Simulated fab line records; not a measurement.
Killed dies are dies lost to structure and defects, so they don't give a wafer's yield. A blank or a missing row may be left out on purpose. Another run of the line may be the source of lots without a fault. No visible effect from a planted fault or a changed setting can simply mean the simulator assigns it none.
Comparing a struck lot with a sound one / flow sfq_line / 14 out of 325 route steps
Sound: the wafers L945.1, L945.2, L945.5. Wafers struck: L947.1, L947.3, L947.4. Last of all comes the cause.
Each step with rows lists, per side, the tool, then ch with its chambers, then its first start. Under that, the readings that differ: sound wafers / struck wafers / difference of the means / sigmas: that difference in standard deviations of wafers without a fault.
alike: same words and numbers on both sides, and readings whose means sit less than 2 such deviations apart. not compared: any withheld reading, any reading some wafer has no value for, any bound like >300 that may hide the same value, and any number with overlapping values for which the record gives no deviation.
A row with sigmas, a row that says differs or no value, or rows on one side alone: a step with any of these is where the two part. Non-overlapping numbers with no deviation appear without sigmas and do not part them. Lack of a reading on every wafer of one side parts them only where that side has two or more wafers.

first, 2 steps without rows for these wafers: SFQ_TRILAYER_C5_STRIP_SOLV_CLEAN_156 (cleans in NMP, time 600 s); SFQ_TRILAYER_M6_DEP_PRE_CLEAN_158 (time 22.5 s).
SFQ_TRILAYER_M6_DEP_SPUTTER_157: material Nb, target thk 200 nm, time 133.3 s.
  sound on pvd_sputter-03 at day 74 03:17; struck on pvd_sputter-06 at day 74 11:41
  alike: substrate_temp_c, throttle_valve_pct
SFQ_M6_RS_MEAS_938: measures by four-point-probe.
  sound on film_metro-02 at day 74 03:23; struck on film_metro-02 at day 74 11:47
  alike: M6_NB_RS
then, 6 steps without rows for these wafers: SFQ_TRILAYER_M6_LITHO_COAT_164 (resist thk 62 nm); SFQ_TRILAYER_M6_LITHO_COAT_159 (resist thk 600 nm); SFQ_TRILAYER_M6_LITHO_SOFTBAKE_163; SFQ_TRILAYER_M6_LITHO_EXPOSE_160 (exposes mask M6, target cd 500 nm); SFQ_TRILAYER_M6_LITHO_PEB_162 (peb time 60 s); SFQ_TRILAYER_M6_LITHO_DEVELOP_161 (time 60 s).
-- the record jumps here: 5 days lie between the struck wafers' starts before and after --
SFQ_M6_OVL_MEAS_940:
  sound on overlay-01 at day 78 15:41; struck on overlay-01 at day 79 03:22
  alike: M6_OVL
SFQ_TRILAYER_M6_BARC_OPEN_METAL_ETCH_206: etches BARC in O2, target depth 125 nm, time 41.7 s.
  sound on rie_metal-02 ch 0,1, day 78 15:43; struck on rie_metal-03 ch 0,1, day 79 03:23
reading=rf_fwd_power_W (W); sound=596.6 592.9 594.6; struck=689.7 690.4 687.8; difference=+94.6; sigmas=+43
reading=model.KrF_of_TRILAYER_M6_LITHO_COAT_159.thk_nm (nm); sound=523.5 520 520.8; struck=515.3 515.4 513.2; difference=-6.8; sigmas=
  alike: drypump_motor_current_A, oes_product_au
  not compared: rf_hours_counter_h
SFQ_TRILAYER_M6_ETCH_METAL_ETCH_162: etches Nb in Cl2/Ar, stops on SiO2, target depth 240 nm, time 120 s.
  sound on rie_metal-02 ch 0,1, day 78 15:47; struck on rie_metal-03 ch 0,1, day 79 03:27
reading=model.KrF_of_TRILAYER_M6_LITHO_COAT_159.thk_nm (nm); sound=380.4 375.6 378.4; struck=372.3 372.9 369.5; difference=-6.6; sigmas=
  alike: drypump_motor_current_A, oes_product_au, rf_fwd_power_W
  not compared: rf_hours_counter_h
SFQ_TRILAYER_M6_STRIP_STRIP_163: strips in O2.
  sound on rie_metal-02 ch 0,1, day 78 15:55; struck on rie_metal-03 ch 0,1, day 79 03:35
  alike: drypump_motor_current_A, oes_product_au
  not compared: rf_hours_counter_h

WHERE THEY PART
Only at SFQ_TRILAYER_M6_BARC_OPEN_METAL_ETCH_206, as far as this record shows. Later steps at which nothing parts them and some readings are alike: SFQ_TRILAYER_M6_ETCH_METAL_ETCH_162, SFQ_TRILAYER_M6_STRIP_STRIP_163.

WHY: what the simulator had put in
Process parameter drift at SFQ_TRILAYER_M6_BARC_OPEN_METAL_ETCH_206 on rie_metal-03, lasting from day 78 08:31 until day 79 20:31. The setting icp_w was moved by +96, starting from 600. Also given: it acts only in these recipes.
